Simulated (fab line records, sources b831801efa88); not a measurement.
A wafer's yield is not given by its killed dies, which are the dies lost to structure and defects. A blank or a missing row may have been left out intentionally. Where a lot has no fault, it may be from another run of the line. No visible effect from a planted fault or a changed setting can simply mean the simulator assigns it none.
fab line records || flow sky130
record {"lots": 4, "wafers": 12, "last_day": 51}
route steps=708 shown METAL3@565 VIA3@573 METAL4@598 CAP2M@603 PAD_OPEN@708
lots with no fault: from the same line, run without faults
start_h: the number of hours between the record's first day and the start of the first shown wafer of the lot || wait_h: hours elapsed since this lot's preceding step || " repeats the value in the row above || L1.1+2: a single row standing in for several wafers || - either no value or no given start || * or withheld: withheld || < > ~ a bound
route shown NAME@n: a module of which the file shows steps, and the number in the route of the first || usual: average and standard deviation across the fault-free wafers || same: alike in all rows || chamber/n: place in a boat || sites: readings site by site || _std_site: the values' standard deviation || _edge_site: inner sites' mean taken away from outer sites' mean || radius_mm: how far each site lies from the wafer's centre || mask NAME#n: copy n || behind: the last tool/chamber to shape the wafer || hold: why the lot was held/for how many hours/how that ended || device: the transistor (n, p or np) that didn't switch || end of line: tests of these same wafers at the route's end || step lacking rows: just its recipe || killed: count of dies lost to structure and defects at first sort (not the wafer's yield) || map: per-die view of a wafer (x killed, . not killed, _ where there is no die)
set.NAME: the setting as run; set.NAME@STEP: as run at that earlier step || model.NAME: the simulator's own value behind a step, which no gauge read
a table for each step, a row for each wafer; lots at some steps of the route
services: the hour from which a tool's chamber was out of use, counted from the record's first day as start_h (under 0 if before that day), plus the number of hours and why
## steps
# step SKY_METAL3_DESCUM_15
# recipe {"chemistry": "O2", "source_power_w": 150, "bias_power_w": 0, "pressure_mtorr": 10, "temp_c": 40, "time_s": 8}
# step SKY_METAL3_ETCH_16
# recipe {"chemistry": "N2/H2", "target": "BARC", "ion_energy_ev": 200, "bias_w": 100, "pressure_mtorr": 30, "n2_flow_sccm": 100, "h2_flow_sccm": 200, "icp_w": 500, "stop_on": "SiO2", "time_s": 88.2, "target_depth_a": 600}
# step SKY_METAL3_ETCH_17
# recipe {"target": "SiO2", "stop_on": "TiN", "chemistry": "C4F8/O2/Ar", "source_w": 1500, "bias_w": 1200, "pressure_mtorr": 40, "c4f8_flow_sccm": "withheld", "O2_flow_sccm": 6, "Ar_flow_sccm": 300, "time_s": 3.9, "target_depth_a": 150}
# step SKY_METAL3_METAL_ETCH_18
# recipe {"target_depth_a": 8450, "stop_on": "SiO2", "over_etch_frac": 0.3, "time_s": 183.1, "chemistry": "Cl2/BCl3", "resist_sidewall_deg": 88, "pressure_mtorr": 10, "icp_w": 900, "bias_w": 48.5, "Cl2_flow_sccm": 60, "bcl3_flow_sccm": 30}
# step SKY_METAL3_STRIP_19
# recipe {"chemistry": "O2/N2", "power_w": 1400, "pressure_mtorr": 1500, "platen_temp_c": "withheld", "o2_flow_sccm": 3000, "n2_flow_sccm": 300, "overash_fraction": 0.5}
# step SKY_METAL3_STRIP_20
# recipe {"chemistry": "post_etch_residue_remover", "time_s": 1200, "temp_c": 72.5}
# step SKY_METAL3_CLEAN_21
# recipe {"chemistry": "IPA", "time_s": 180, "temp_c": 25}
# step SKY_METAL3_CLEAN_22
# recipe {"chemistry": "O3/DIW", "dry": "n2_spin"}
# step SKY_VIA3_HDPCVD_00
# recipe {"material": "SiO2", "target_thk_nm": 1635, "sigma_open_frac": 0.3, "time_s": 272.5, "temp_c": 400, "sih4_flow_sccm": 60, "pressure_mtorr": 6}
# step SKY_VIA3_CMP_02
# recipe {"material": "SiO2", "down_force_psi": 4, "platen_rpm": 60, "pad_velocity_m_s": 0.94248}
# usual {"motor_current_A": "11.9/0.86", "retaining_ring_pressure_frac": "1.000/0.0053"}
{"lot.wafer": "L446.3", "tool": "cmp-01", "chamber": 2, "start_h": 963.76, "wait_h": 0.1, "motor_current_A": 12.5, "retaining_ring_pressure_frac": 1.008, "model.SiO2_of_VIA3_HDPCVD_00.thk_nm": 465.4}
{"lot.wafer": "L446.2", "tool": "cmp-01", "chamber": 3, "start_h": 963.76, "wait_h": 0.1, "motor_current_A": 11.1, "retaining_ring_pressure_frac": 1.000, "model.SiO2_of_VIA3_HDPCVD_00.thk_nm": 465.6}
{"lot.wafer": "L446.5", "tool": "cmp-01", "chamber": 0, "start_h": 963.76, "wait_h": 0.1, "motor_current_A": 11.3, "retaining_ring_pressure_frac": 0.997, "model.SiO2_of_VIA3_HDPCVD_00.thk_nm": 465.3}
{"lot.wafer": "L448.4", "tool": "cmp-01", "chamber": 2, "start_h": 980.46, "wait_h": 0.1, "motor_current_A": 12.9, "retaining_ring_pressure_frac": 0.999, "model.SiO2_of_VIA3_HDPCVD_00.thk_nm": 429.8}
{"lot.wafer": "L448.2", "tool": "cmp-01", "chamber": 0, "start_h": 980.46, "wait_h": 0.1, "motor_current_A": 11.9, "retaining_ring_pressure_frac": 1.006, "model.SiO2_of_VIA3_HDPCVD_00.thk_nm": 429.3}
{"lot.wafer": "L448.5", "tool": "cmp-01", "chamber": 2, "start_h": 980.46, "wait_h": 0.1, "motor_current_A": 12.4, "retaining_ring_pressure_frac": 0.997, "model.SiO2_of_VIA3_HDPCVD_00.thk_nm": 464.1}
{"lot.wafer": "L449.1", "tool": "cmp-01", "chamber": 0, "start_h": 988.97, "wait_h": 0.1, "motor_current_A": 11.4, "retaining_ring_pressure_frac": 0.999, "model.SiO2_of_VIA3_HDPCVD_00.thk_nm": 466.1}
{"lot.wafer": "L449.2", "tool": "cmp-01", "chamber": 3, "start_h": 988.97, "wait_h": 0.1, "motor_current_A": 10.9, "retaining_ring_pressure_frac": 0.994, "model.SiO2_of_VIA3_HDPCVD_00.thk_nm": 431.8}
{"lot.wafer": "L449.6", "tool": "cmp-01", "chamber": 0, "start_h": 988.97, "wait_h": 0.1, "motor_current_A": 12.2, "retaining_ring_pressure_frac": 1.001, "model.SiO2_of_VIA3_HDPCVD_00.thk_nm": 466.7}
{"lot.wafer": "L460.4", "tool": "cmp-02", "chamber": 1, "start_h": 1080.41, "wait_h": 0.1, "motor_current_A": 11.8, "retaining_ring_pressure_frac": 1.003, "model.SiO2_of_VIA3_HDPCVD_00.thk_nm": 463.6}
{"lot.wafer": "L460.2", "tool": "cmp-02", "chamber": 2, "start_h": 1080.41, "wait_h": 0.1, "motor_current_A": 12.0, "retaining_ring_pressure_frac": 1.006, "model.SiO2_of_VIA3_HDPCVD_00.thk_nm": 464.2}
{"lot.wafer": "L460.5", "tool": "cmp-02", "chamber": 0, "start_h": 1080.41, "wait_h": 0.1, "motor_current_A": 10.8, "retaining_ring_pressure_frac": 0.998, "model.SiO2_of_VIA3_HDPCVD_00.thk_nm": 465.6}
# step SKY_VIA3_DEHYDRATE_04
# recipe {"temp_c": 200, "time_s": 60}
# step SKY_VIA3_HMDS_05
# recipe {"prime_time_s": 60, "prime_temp_c": 120}
# step SKY_VIA3_COAT_06
# recipe {"resist": "BARC", "temp_c": "withheld", "time_s": "withheld", "spin_rpm": 3000, "resist_thk_nm": 60}
# step SKY_VIA3_COAT_07
# recipe {"resist": "KrF-thick", "spin_rpm": 3000, "resist_thk_nm": 450}
# step SKY_VIA3_SOFTBAKE_08
# recipe {"temp_c": 100, "time_s": 90, "resist": "KrF-thick"}
# step SKY_VIA3_EXPOSE_09
# recipe {"mask_id": "VIM3", "na": 0.8, "source_shape": "annular", "sigma_inner": 0.55, "sigma_outer": 0.85, "target_cd_nm": 200, "dose_mj": 38}
# step SKY_VIA3_PEB_10
# recipe {"peb_temp_c": "withheld", "peb_time_s": "withheld", "resist": "KrF-thick"}
# step SKY_VIA3_DEVELOP_11
# recipe {"develop_time_s": 60, "resist": "KrF-thick", "dev_temp_c": 21}
# step SKY_VIA3_ETCH_14
# recipe {"chemistry": "N2/H2", "target": "BARC", "ion_energy_ev": 200, "source_w": 500, "bias_w": 100, "pressure_mtorr": 30, "n2_flow_sccm": 100, "h2_flow_sccm": 200, "stop_on": "SiO2", "time_s": 45.9, "target_depth_a": 600}
# step SKY_VIA3_ETCH_15
# recipe {"target": "SiO2", "chemistry": "C4F8/O2/Ar", "target_depth_nm": 507, "stop_on": "TiN", "mask_material": "KrF-thick", "source_w": 1500, "bias_w": 1200, "pressure_mtorr": 40, "c4f8_flow_sccm": "withheld", "O2_flow_sccm": 6, "Ar_flow_sccm": 300, "time_s": 78}
# usual {"bias_w": "1200/3.7", "oes_product_au": "0.947/0.0053"}
{"lot.wafer": "L446.2", "tool": "rie_diel-01", "chamber": 0, "start_h": 988.44, "wait_h": 0.0, "bias_w": 1204, "oes_product_au": 0.940, "rf_hours_counter_h": 17, "model.etch.depth_nm": 465.6, "model.VIA3.feature_depth_nm": 465.6}
{"lot.wafer": "L446.3", "tool": "rie_diel-01", "chamber": 1, "start_h": 988.44, "wait_h": 0.0, "bias_w": 1202, "oes_product_au": 0.951, "rf_hours_counter_h": 20, "model.etch.depth_nm": 465.4, "model.VIA3.feature_depth_nm": 465.4}
{"lot.wafer": "L446.5", "tool": "rie_diel-01", "chamber": 2, "start_h": 988.44, "wait_h": 0.0, "bias_w": 1198, "oes_product_au": 0.955, "rf_hours_counter_h": "-", "model.etch.depth_nm": 465.3, "model.VIA3.feature_depth_nm": 465.3}
{"lot.wafer": "L448.2", "tool": "rie_diel-03", "chamber": 2, "start_h": 1004.60, "wait_h": 0.0, "bias_w": 1203, "oes_product_au": 0.903, "rf_hours_counter_h": 25, "model.etch.depth_nm": 429.3, "model.VIA3.feature_depth_nm": 429.3}
{"lot.wafer": "L448.4", "tool": "rie_diel-03", "chamber": 3, "start_h": 1004.60, "wait_h": 0.0, "bias_w": 1205, "oes_product_au": 0.897, "rf_hours_counter_h": 6, "model.etch.depth_nm": 429.8, "model.VIA3.feature_depth_nm": 429.8}
{"lot.wafer": "L448.5", "tool": "rie_diel-03", "chamber": 0, "start_h": 1004.60, "wait_h": 0.0, "bias_w": 1206, "oes_product_au": 0.945, "rf_hours_counter_h": "-", "model.etch.depth_nm": 464.1, "model.VIA3.feature_depth_nm": 464.1}
{"lot.wafer": "L449.1", "tool": "rie_diel-04", "chamber": 3, "start_h": 1012.00, "wait_h": 0.0, "bias_w": 1202, "oes_product_au": 0.947, "rf_hours_counter_h": 12, "model.etch.depth_nm": 466.1, "model.VIA3.feature_depth_nm": 466.1}
{"lot.wafer": "L449.2", "tool": "rie_diel-04", "chamber": 1, "start_h": 1012.00, "wait_h": 0.0, "bias_w": 1197, "oes_product_au": 0.919, "rf_hours_counter_h": 21, "model.etch.depth_nm": 431.8, "model.VIA3.feature_depth_nm": 431.8}
{"lot.wafer": "L449.6", "tool": "rie_diel-04", "chamber": 2, "start_h": 1012.00, "wait_h": 0.0, "bias_w": 1208, "oes_product_au": 0.948, "rf_hours_counter_h": "-", "model.etch.depth_nm": 466.7, "model.VIA3.feature_depth_nm": 466.7}
{"lot.wafer": "L460.2", "tool": "rie_diel-01", "chamber": 2, "start_h": 1100.90, "wait_h": 0.0, "bias_w": 1196, "oes_product_au": 0.940, "rf_hours_counter_h": 30, "model.etch.depth_nm": 464.2, "model.VIA3.feature_depth_nm": 464.2}
{"lot.wafer": "L460.4", "tool": "rie_diel-01", "chamber": 0, "start_h": 1100.90, "wait_h": 0.0, "bias_w": 1202, "oes_product_au": 0.941, "rf_hours_counter_h": 21, "model.etch.depth_nm": 463.6, "model.VIA3.feature_depth_nm": 463.6}
{"lot.wafer": "L460.5", "tool": "rie_diel-01", "chamber": 2, "start_h": 1100.90, "wait_h": 0.0, "bias_w": 1202, "oes_product_au": 0.944, "rf_hours_counter_h": "-", "model.etch.depth_nm": 465.6, "model.VIA3.feature_depth_nm": 465.6}
# step SKY_VIA3_STRIP_16
# recipe {"chemistry": "O2/N2", "power_w": 1400, "pressure_mtorr": 1500, "platen_temp_c": "withheld", "o2_flow_sccm": 3000, "n2_flow_sccm": 300, "overash_fraction": 0.5}
# step SKY_VIA3_STRIP_17
# recipe {"chemistry": "post_etch_residue_remover", "time_s": 1200, "temp_c": 72.5}
# step SKY_VIA3_CLEAN_18
# recipe {"chemistry": "IPA", "time_s": 180, "temp_c": 25}
# step SKY_VIA3_CLEAN_19
# recipe {"chemistry": "O3/DIW", "dry": "n2_spin"}
# step SKY_VIA3_SPUTTER_20
# recipe {"material": "TiN", "target_thk_nm": 20, "chamber_pressure_pa": 5, "power_w": 4000, "time_s": 80}
# step SKY_VIA3_CVD_21
# recipe {"material": "W", "target_thk_nm": 390, "time_s": 117.31, "temp_c": 400, "pressure_torr": 40}
# step SKY_VIA3_CMP_24
# recipe {"stop_on": "SiO2", "t_overpolish_s": 20, "down_force_psi": 3.5, "platen_rpm": 60, "target_thk_nm": 0, "pad_velocity_m_s": 0.94248}
# step SKY_METAL4_SPUTTER_00
# recipe {"material": "Ti", "target_thk_nm": 15, "power_w": 3000, "time_s": 10, "chamber_pressure_pa": 0.4}
# step SKY_METAL4_SPUTTER_01
# recipe {"material": "TiN", "target_thk_nm": 20, "power_w": 6500, "time_s": 16.7, "chamber_pressure_pa": 0.4}
# step SKY_METAL4_SPUTTER_02
# recipe {"material": "AlCu", "target_thk_nm": 735, "power_w": 10600, "time_s": 39.1, "chamber_pressure_pa": 0.4}
# step SKY_METAL4_SPUTTER_03
# recipe {"material": "Ti", "target_thk_nm": 5, "power_w": 3000, "time_s": 3.3, "chamber_pressure_pa": 0.4}
# step SKY_METAL4_SPUTTER_04
# recipe {"material": "TiN", "target_thk_nm": 70, "power_w": 6500, "time_s": 58.3, "chamber_pressure_pa": 0.4}
# step SKY_CAP2M_CVD_00
# recipe {"material": "SiO2", "target_thk_nm": 15.5, "temp_c": 400, "time_s": "withheld", "rf_w": 450}
# step SKY_METAL4_METAL_ETCH_18
# recipe {"target_depth_a": 8450, "stop_on": "SiO2", "over_etch_frac": 0.3, "time_s": 183.1, "chemistry": "Cl2/BCl3", "resist_sidewall_deg": 88, "pressure_mtorr": 10, "icp_w": 900, "bias_w": 48.5, "Cl2_flow_sccm": 60, "bcl3_flow_sccm": 30}
# usual {"bias_w": "48.48/0.14", "drypump_motor_current_A": "6.0/0.59", "mfc_cl2_sccm": "60.01/0.19", "oes_product_au": "0.866/0.0066", "throttle_valve_pct": "22.265/0.0088"}
# same {"over_etch_frac": 0.3}
{"lot.wafer": "L446.2", "tool": "rie_metal-04", "chamber": 0, "start_h": 1037.92, "wait_h": 0.0, "bias_w": 48.33, "drypump_motor_current_A": 6.7, "mfc_cl2_sccm": 59.88, "oes_product_au": 0.870, "rf_hours_counter_h": 7, "throttle_valve_pct": 22.256, "model.SiO2_of_VIA3_HDPCVD_00.thk_nm": 436}
{"lot.wafer": "L446.3", "tool": "rie_metal-04", "chamber": 1, "start_h": 1037.92, "wait_h": 0.0, "bias_w": 48.35, "drypump_motor_current_A": 6.2, "mfc_cl2_sccm": 59.95, "oes_product_au": 0.868, "rf_hours_counter_h": "-", "throttle_valve_pct": 22.255, "model.SiO2_of_VIA3_HDPCVD_00.thk_nm": 435.6}
{"lot.wafer": "L446.5", "tool": "rie_metal-04", "chamber": 0, "start_h": 1037.92, "wait_h": 0.0, "bias_w": 48.46, "drypump_motor_current_A": 6.6, "mfc_cl2_sccm": 60.06, "oes_product_au": 0.863, "rf_hours_counter_h": "-", "throttle_valve_pct": 22.273, "model.SiO2_of_VIA3_HDPCVD_00.thk_nm": 435.3}
{"lot.wafer": "L448.2", "tool": "rie_metal-04", "chamber": 1, "start_h": 1051.49, "wait_h": 0.0, "bias_w": 48.62, "drypump_motor_current_A": 6.2, "mfc_cl2_sccm": 60.02, "oes_product_au": 0.863, "rf_hours_counter_h": 17, "throttle_valve_pct": 22.282, "model.SiO2_of_VIA3_HDPCVD_00.thk_nm": 399.9}
{"lot.wafer": "L448.4", "tool": "rie_metal-04", "chamber": 1, "start_h": 1051.49, "wait_h": 0.0, "bias_w": 48.83, "drypump_motor_current_A": 6.2, "mfc_cl2_sccm": 59.86, "oes_product_au": 0.863, "rf_hours_counter_h": "-", "throttle_valve_pct": 22.256, "model.SiO2_of_VIA3_HDPCVD_00.thk_nm": 400.2}
{"lot.wafer": "L448.5", "tool": "rie_metal-04", "chamber": 0, "start_h": 1051.49, "wait_h": 0.0, "bias_w": 48.29, "drypump_motor_current_A": 6.7, "mfc_cl2_sccm": 60.10, "oes_product_au": 0.867, "rf_hours_counter_h": "-", "throttle_valve_pct": 22.271, "model.SiO2_of_VIA3_HDPCVD_00.thk_nm": 434.4}
{"lot.wafer": "L449.1", "tool": "rie_metal-03", "chamber": 0, "start_h": 1058.81, "wait_h": 0.0, "bias_w": 48.63, "drypump_motor_current_A": 6.0, "mfc_cl2_sccm": 59.88, "oes_product_au": 0.868, "rf_hours_counter_h": 19, "throttle_valve_pct": 22.268, "model.SiO2_of_VIA3_HDPCVD_00.thk_nm": 436.3}
{"lot.wafer": "L449.2", "tool": "rie_metal-03", "chamber": 1, "start_h": 1058.81, "wait_h": 0.0, "bias_w": 48.57, "drypump_motor_current_A": 4.8, "mfc_cl2_sccm": 59.99, "oes_product_au": 0.851, "rf_hours_counter_h": 0, "throttle_valve_pct": 22.260, "model.SiO2_of_VIA3_HDPCVD_00.thk_nm": 403}
{"lot.wafer": "L449.6", "tool": "rie_metal-03", "chamber": 1, "start_h": 1058.81, "wait_h": 0.0, "bias_w": 48.69, "drypump_motor_current_A": 4.8, "mfc_cl2_sccm": 59.98, "oes_product_au": 0.866, "rf_hours_counter_h": "-", "throttle_valve_pct": 22.258, "model.SiO2_of_VIA3_HDPCVD_00.thk_nm": 437.7}
{"lot.wafer": "L460.2", "tool": "rie_metal-03", "chamber": 1, "start_h": 1142.11, "wait_h": 0.0, "bias_w": 48.49, "drypump_motor_current_A": 4.8, "mfc_cl2_sccm": 60.01, "oes_product_au": 0.862, "rf_hours_counter_h": 6, "throttle_valve_pct": 22.266, "model.SiO2_of_VIA3_HDPCVD_00.thk_nm": 435}
{"lot.wafer": "L460.4", "tool": "rie_metal-03", "chamber": 1, "start_h": 1142.11, "wait_h": 0.0, "bias_w": 48.46, "drypump_motor_current_A": 4.8, "mfc_cl2_sccm": 59.62, "oes_product_au": 0.870, "rf_hours_counter_h": "-", "throttle_valve_pct": 22.266, "model.SiO2_of_VIA3_HDPCVD_00.thk_nm": 434.4}
{"lot.wafer": "L460.5", "tool": "rie_metal-03", "chamber": 0, "start_h": 1142.11, "wait_h": 0.0, "bias_w": 48.49, "drypump_motor_current_A": 6.0, "mfc_cl2_sccm": 59.95, "oes_product_au": 0.858, "rf_hours_counter_h": "-", "throttle_valve_pct": 22.269, "model.SiO2_of_VIA3_HDPCVD_00.thk_nm": 435.8}
# step SKY_PAD_OPEN_PROBE_99
# usual {"defect_limited_yield": "82.6/1.8", "killed_at_M0_to_M3": "43/6.5", "killed_at_M4_up": "3.1/1.8", "killed_at_contacts": "24/5.6", "killed_at_front_end": "15/4.2", "killed_at_other": "0.3/0.5", "killed_dies": "86/8.9", "killed_open": "47/6.9", "killed_short": "39/5.9", "sort_bin_3_pad_short": "0.9/0.39", "sort_bin_5_function": "10.4/1.6", "sort_bin_6_memory": "6.2/1", "sort_n_pass": "406/8.9", "sort_yield_pct": "82.6/1.8"}
# same {"gross_dies": 492, "killed_at_back_side": 0, "sort_bin_4_leakage[%]": 0, "sort_bin_8_speed[%]": 0}
{"lot.wafer": "L446.2", "tool": "prober-01", "chamber": "-", "start_h": 1126.09, "wait_h": 0.1, "defect_limited_yield[%]": 85.0, "killed_at_M0_to_M3": 37, "killed_at_M4_up": 6, "killed_at_contacts": 16, "killed_at_front_end": 15, "killed_at_other": 0, "killed_dies": 74, "killed_open": 37, "killed_short": 37, "sort_bin_3_pad_short[%]": 0.4, "sort_bin_5_function[%]": 8.9, "sort_bin_6_memory[%]": 5.7, "sort_n_pass": 418, "sort_yield_pct[%]": 85.0}
{"lot.wafer": "L446.3", "tool": "prober-01", "chamber": "-", "start_h": 1126.14, "wait_h": 0.2, "defect_limited_yield[%]": 84.3, "killed_at_M0_to_M3": 35, "killed_at_M4_up": 4, "killed_at_contacts": 21, "killed_at_front_end": 17, "killed_at_other": 0, "killed_dies": 77, "killed_open": 44, "killed_short": 33, "sort_bin_3_pad_short[%]": 1.0, "sort_bin_5_function[%]": 8.3, "sort_bin_6_memory[%]": 6.3, "sort_n_pass": 415, "sort_yield_pct[%]": 84.3}
{"lot.wafer": "L446.5", "tool": "prober-01", "chamber": "-", "start_h": 1126.24, "wait_h": 0.2, "defect_limited_yield[%]": 83.7, "killed_at_M0_to_M3": 43, "killed_at_M4_up": 4, "killed_at_contacts": 18, "killed_at_front_end": 14, "killed_at_other": 1, "killed_dies": 80, "killed_open": 45, "killed_short": 35, "sort_bin_3_pad_short[%]": 0.8, "sort_bin_5_function[%]": 9.1, "sort_bin_6_memory[%]": 6.3, "sort_n_pass": 412, "sort_yield_pct[%]": 83.7}
# killed by level:class
L446.2 VIA1:geometric_particle:open=12 CONTACT:geometric_particle:open=6 FIELD_ISO:geometric_particle:short=5 LI_CONTACT:geometric_particle:open=5 VIA1:geometric_particle:short=5 VIA3:geometric_particle:open=5 METAL4:geometric_particle:short=5 METAL3:geometric_particle:short=4
L446.3 VIA1:geometric_particle:open=8 CONTACT:geometric_particle:open=8 LI_CONTACT:geometric_particle:open=7 VIA1:geometric_particle:short=6 POLY_GATE:geometric_particle:open=5 VIA3:geometric_particle:open=5 METAL2:geometric_particle:short=4 VIA2:geometric_particle:open=4
L446.5 VIA1:geometric_particle:open=11 VIA2:geometric_particle:open=9 FIELD_ISO:geometric_particle:short=8 CONTACT:geometric_particle:open=7 LI_CONTACT:geometric_particle:open=6 METAL3:geometric_particle:short=5 METAL2:geometric_particle:short=4 FIELD_ISO:geometric_particle:open=3
## services
{"tool": "cmp-01", "chamber": "-", "start_h": 941.95, "hours": 0.9, "kind": "repair"}
{"tool": "rie_diel-04", "chamber": 0, "start_h": 942.80, "hours": 4.1, "kind": "repair"}
{"tool": "cmp-02", "chamber": "-", "start_h": 951.22, "hours": 1.3, "kind": "repair"}
{"tool": "cmp-01", "chamber": "-", "start_h": 952.18, "hours": 0.5, "kind": "repair"}
{"tool": "rie_metal-04", "chamber": "-", "start_h": 954.57, "hours": 1.4, "kind": "pm"}
{"tool": "rie_diel-04", "chamber": 3, "start_h": 982.81, "hours": 5.2, "kind": "repair"}
{"tool": "cmp-02", "chamber": "-", "start_h": 983.91, "hours": 6.3, "kind": "repair"}
{"tool": "cmp-01", "chamber": "-", "start_h": 996.53, "hours": 0.6, "kind": "repair"}
{"tool": "rie_diel-04", "chamber": 3, "start_h": 1000.13, "hours": 8.5, "kind": "repair"}
{"tool": "cmp-01", "chamber": "-", "start_h": 1008.26, "hours": 9.0, "kind": "pm"}
{"tool": "rie_diel-01", "chamber": "-", "start_h": 1019.02, "hours": 2.1, "kind": "repair"}
{"tool": "rie_diel-01", "chamber": 1, "start_h": 1027.49, "hours": 4.0, "kind": "repair"}
{"tool": "cmp-01", "chamber": "-", "start_h": 1039.18, "hours": 6.3, "kind": "pm"}
{"tool": "rie_diel-03", "chamber": "-", "start_h": 1040.63, "hours": 0.5, "kind": "repair"}
{"tool": "rie_diel-01", "chamber": 3, "start_h": 1059.60, "hours": 6.3, "kind": "repair"}
{"tool": "rie_diel-04", "chamber": "-", "start_h": 1064.95, "hours": 2.8, "kind": "pm"}
{"tool": "rie_diel-03", "chamber": "-", "start_h": 1070.77, "hours": 1.0, "kind": "repair"}
{"tool": "rie_diel-03", "chamber": 0, "start_h": 1073.21, "hours": 6.5, "kind": "repair"}
{"tool": "cmp-02", "chamber": "-", "start_h": 1084.18, "hours": 4.0, "kind": "pm"}
{"tool": "cmp-01", "chamber": "-", "start_h": 1089.54, "hours": 4.9, "kind": "pm"}
{"tool": "cmp-02", "chamber": "-", "start_h": 1091.07, "hours": 1.6, "kind": "repair"}
{"tool": "rie_diel-01", "chamber": 2, "start_h": 1094.63, "hours": 1.7, "kind": "repair"}
{"tool": "cmp-02", "chamber": "-", "start_h": 1127.34, "hours": 2.4, "kind": "repair"}
{"tool": "rie_diel-03", "chamber": 1, "start_h": 1136.67, "hours": 4.0, "kind": "repair"}
## key
first_sign {"step": "SKY_VIA3_ETCH_15", "reading": "oes_product_au", "direction": "down", "sigmas": 7.6, "usual": 0.947, "struck": 0.906}
effect none on later readings
model_effect {"step": "SKY_VIA3_CMP_02", "value": "SiO2_of_VIA3_HDPCVD_00.thk_nm", "without": 465.2, "struck": 430.3}
model_effect {"step": "SKY_VIA3_ETCH_15", "value": "etch.depth_nm", "without": 465.2, "struck": 430.3}
model_effect {"step": "SKY_METAL4_METAL_ETCH_18", "value": "SiO2_of_VIA3_HDPCVD_00.thk_nm", "without": 435.9, "struck": 401}
met_at SKY_VIA3_CMP_02
struck_wafers L448.2,L448.4,L449.2
onset_between 963.76 980.46
fault {"kind": "process_parameter_drift", "tool": "cmp-01", "chamber": "-", "onset_h": 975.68, "steps": "SKY_VIA3_CMP_02", "channel": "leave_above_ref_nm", "offset": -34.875, "shape": "step", "end_h": 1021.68, "scope": "struck_wafers_only", "acts_in": "these_recipes_only", "stated": 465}
